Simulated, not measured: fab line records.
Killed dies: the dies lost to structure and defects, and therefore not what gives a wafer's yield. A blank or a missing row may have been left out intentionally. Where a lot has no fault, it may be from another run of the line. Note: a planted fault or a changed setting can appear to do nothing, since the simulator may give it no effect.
The tool behind it: which one? / flow gf180mcu / 12 lots, 36 wafers sampled, at 4 steps of a route of 602

WHAT EACH GAUGE READ, for each wafer
GF_M5_CD_MEAS_07: the cd target is 280 nm. Usual: cd_nm reads 279.9 nm (standard deviation 1.2).
lot=L316; measured=day 27 08:59; on=cd_sem-02; cd_nm (nm)=279.0 281.1 279.7; flag=
lot=L317; measured=day 27 12:21; on=cd_sem-02; cd_nm (nm)=279.4 280.0 280.8; flag=
lot=L318; measured=day 27 20:18; on=cd_sem-02; cd_nm (nm)=280.2 279.9 281.1; flag=
lot=L322; measured=day 29 03:35; on=cd_sem-02; cd_nm (nm)=280.5 282.1 281.5; flag=
lot=L325; measured=day 29 22:17; on=cd_sem-01; cd_nm (nm)=280.4 279.6 282.3; flag=
lot=L330; measured=day 31 07:34; on=cd_sem-01; cd_nm (nm)=279.1 280.1 280.2; flag=
lot=L331; measured=day 31 15:58; on=cd_sem-02; cd_nm (nm)=278.8 278.8 277.8; flag=
lot=L332; measured=day 31 22:05; on=cd_sem-01; cd_nm (nm)=281.2 280.3 282.0; flag=
lot=L333; measured=day 32 01:20; on=cd_sem-02; cd_nm (nm)=280.8 278.4 278.4; flag=
lot=L336; measured=day 32 18:50; on=cd_sem-01; cd_nm (nm)=279.6 280.3 278.8; flag=
lot=L338; measured=day 33 06:32; on=cd_sem-01; cd_nm (nm)=279.1 279.4 279.8; flag=
lot=L339; measured=day 33 11:30; on=cd_sem-01; cd_nm (nm)=280.7 281.1 280.0; flag=

GF_PASSIVATION_THK_MEAS_01. Usual: PASSIVATION_CVD_00_THK 1016 nm, standard deviation 11.
lot=L316; measured=day 29 03:44; on=film_metro-04; PASSIVATION_CVD_00_THK (nm)=1026 1008 1026; flag=
lot=L317; measured=day 29 09:40; on=film_metro-02; PASSIVATION_CVD_00_THK (nm)=1017 1025 1043; flag=
lot=L318; measured=day 29 16:26; on=film_metro-02; PASSIVATION_CVD_00_THK (nm)=1013 1014 1034; flag=
lot=L322; measured=day 30 22:05; on=film_metro-03; PASSIVATION_CVD_00_THK (nm)=1104 1137 1121; flag=OFF
lot=L325; measured=day 31 16:11; on=film_metro-03; PASSIVATION_CVD_00_THK (nm)=1113 1137 1133; flag=OFF
lot=L330; measured=day 32 23:22; on=film_metro-04; PASSIVATION_CVD_00_THK (nm)=1006 1022 1020; flag=
lot=L331; measured=day 33 05:38; on=film_metro-02; PASSIVATION_CVD_00_THK (nm)=1010 1001 1031; flag=
lot=L332; measured=day 33 11:59; on=film_metro-04; PASSIVATION_CVD_00_THK (nm)=1015 1019 1028; flag=
lot=L333; measured=day 33 15:23; on=film_metro-02; PASSIVATION_CVD_00_THK (nm)=1002 1016 1019; flag=
lot=L336; measured=day 34 07:21; on=film_metro-02; PASSIVATION_CVD_00_THK (nm)=1005 1041 1021; flag=
lot=L338; measured=day 34 17:55; on=film_metro-04; PASSIVATION_CVD_00_THK (nm)=1015 1018 1026; flag=
lot=L339; measured=day 34 23:28; on=film_metro-03; PASSIVATION_CVD_00_THK (nm)=1002 1003 1018; flag=

TOOL THAT RAN EACH LOT (tool first, then ch and the chambers of the sampled wafers, then the start)
lot=L316; GF_TOP_METAL_SPUTTER_01=pvd_sputter-02, day 28 07:33; GF_PASSIVATION_CVD_00=pecvd-04 ch 0,2, day 29 03:40
lot=L317; GF_TOP_METAL_SPUTTER_01=pvd_sputter-02, day 28 12:34; GF_PASSIVATION_CVD_00=pecvd-02 ch 0,1, day 29 09:35
lot=L318; GF_TOP_METAL_SPUTTER_01=pvd_sputter-01, day 28 19:25; GF_PASSIVATION_CVD_00=pecvd-04 ch 1,2, day 29 16:22
lot=L322; GF_TOP_METAL_SPUTTER_01=pvd_sputter-04, day 30 02:10; GF_PASSIVATION_CVD_00=pecvd-04 ch 0,2, day 30 21:58
lot=L325; GF_TOP_METAL_SPUTTER_01=pvd_sputter-02, day 30 20:44; GF_PASSIVATION_CVD_00=pecvd-04 ch 0,2, day 31 16:06
lot=L330; GF_TOP_METAL_SPUTTER_01=pvd_sputter-02, day 32 04:53; GF_PASSIVATION_CVD_00=pecvd-02 ch 0,1,2, day 32 23:17
lot=L331; GF_TOP_METAL_SPUTTER_01=pvd_sputter-02, day 32 11:56; GF_PASSIVATION_CVD_00=pecvd-01 ch 1,2, day 33 05:33
lot=L332; GF_TOP_METAL_SPUTTER_01=pvd_sputter-02, day 32 18:26; GF_PASSIVATION_CVD_00=pecvd-01 ch 1,2, day 33 11:53
lot=L333; GF_TOP_METAL_SPUTTER_01=pvd_sputter-02, day 32 21:50; GF_PASSIVATION_CVD_00=pecvd-02 ch 0,1, day 33 15:18
lot=L336; GF_TOP_METAL_SPUTTER_01=pvd_sputter-02, day 33 14:26; GF_PASSIVATION_CVD_00=pecvd-01 ch 0,1,2, day 34 07:16
lot=L338; GF_TOP_METAL_SPUTTER_01=pvd_sputter-01, day 34 01:31; GF_PASSIVATION_CVD_00=pecvd-02 ch 1,2, day 34 17:50
lot=L339; GF_TOP_METAL_SPUTTER_01=pvd_sputter-02, day 34 06:50; GF_PASSIVATION_CVD_00=pecvd-01 ch 0,2, day 34 23:23
- GF_TOP_METAL_SPUTTER_01: material TiN, target thk 30 nm, time 25 s.
- GF_PASSIVATION_CVD_00: deposits SiO2 from TEOS, target thk 1000 nm, time 113.4 s.

WHAT THE TOOLS THEMSELVES READ (means of the sampled wafers that have a number; where no wafer has one, the mark that the record gives instead)
GF_TOP_METAL_SPUTTER_01. Usual: throttle_valve_pct reads 29.8 % (standard deviation 0.73).
lot=L316; tool=pvd_sputter-02; throttle_valve_pct (%)=29.3; flag=
lot=L317; tool=pvd_sputter-02; throttle_valve_pct (%)=29.2; flag=
lot=L318; tool=pvd_sputter-01; throttle_valve_pct (%)=30.2; flag=
lot=L322; tool=pvd_sputter-04; throttle_valve_pct (%)=29.4; flag=
lot=L325; tool=pvd_sputter-02; throttle_valve_pct (%)=29.7; flag=
lot=L330; tool=pvd_sputter-02; throttle_valve_pct (%)=29.5; flag=
lot=L331; tool=pvd_sputter-02; throttle_valve_pct (%)=29.7; flag=
lot=L332; tool=pvd_sputter-02; throttle_valve_pct (%)=30.3; flag=
lot=L333; tool=pvd_sputter-02; throttle_valve_pct (%)=29.9; flag=
lot=L336; tool=pvd_sputter-02; throttle_valve_pct (%)=29.7; flag=
lot=L338; tool=pvd_sputter-01; throttle_valve_pct (%)=30.0; flag=
lot=L339; tool=pvd_sputter-02; throttle_valve_pct (%)=29.6; flag=

GF_PASSIVATION_CVD_00. Usual: heater_power_w reads 698 W (standard deviation 120).
lot=L316; tool=pecvd-04; heater_power_w (W)=638; flag=
lot=L317; tool=pecvd-02; heater_power_w (W)=620; flag=
lot=L318; tool=pecvd-04; heater_power_w (W)=653; flag=
lot=L322; tool=pecvd-04; heater_power_w (W)=559; flag=
lot=L325; tool=pecvd-04; heater_power_w (W)=499; flag=
lot=L330; tool=pecvd-02; heater_power_w (W)=734; flag=
lot=L331; tool=pecvd-01; heater_power_w (W)=803; flag=
lot=L332; tool=pecvd-01; heater_power_w (W)=747; flag=
lot=L333; tool=pecvd-02; heater_power_w (W)=609; flag=
lot=L336; tool=pecvd-01; heater_power_w (W)=618; flag=
lot=L338; tool=pecvd-02; heater_power_w (W)=796; flag=
lot=L339; tool=pecvd-01; heater_power_w (W)=693; flag=

THE ANSWER, worked out from the rows above alone
Rule: lot off if the mean of its wafers having a number is beyond 3 standard deviations from the usual mean. A lot without any number at a reading at which 4 lots or more have one is off too. All remaining lots with rows at the step are treated as sound. The gauges are gone through in route order, then the tools' own readings, and for those a lot's mean is taken as printed above. At the first step where some lot is off, the reading lying furthest off is the one used; lots without a number count as furthest.
Off: L322, L325, seen at GF_PASSIVATION_THK_MEAS_01 (PASSIVATION_CVD_00_THK).
If a tool, at a process step before that reading, ran all the lots that are off and no sound lot after the first of them, it fits. Those tools and the gauges at GF_PASSIVATION_THK_MEAS_01 are tried in the same way. One fits: pecvd-04 at GF_PASSIVATION_CVD_00. A fault onset in the window from L318 (day 29 16:22, its last sound lot) to L322 (day 30 21:58, its first lot off) fits.

WHAT WAS PUT IN BY THE SIMULATOR
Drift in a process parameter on pecvd-04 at GF_PASSIVATION_CVD_00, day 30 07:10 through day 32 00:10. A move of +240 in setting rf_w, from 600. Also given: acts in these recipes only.
Struck lots among those shown: L322, L325. Same finding as the rule above.
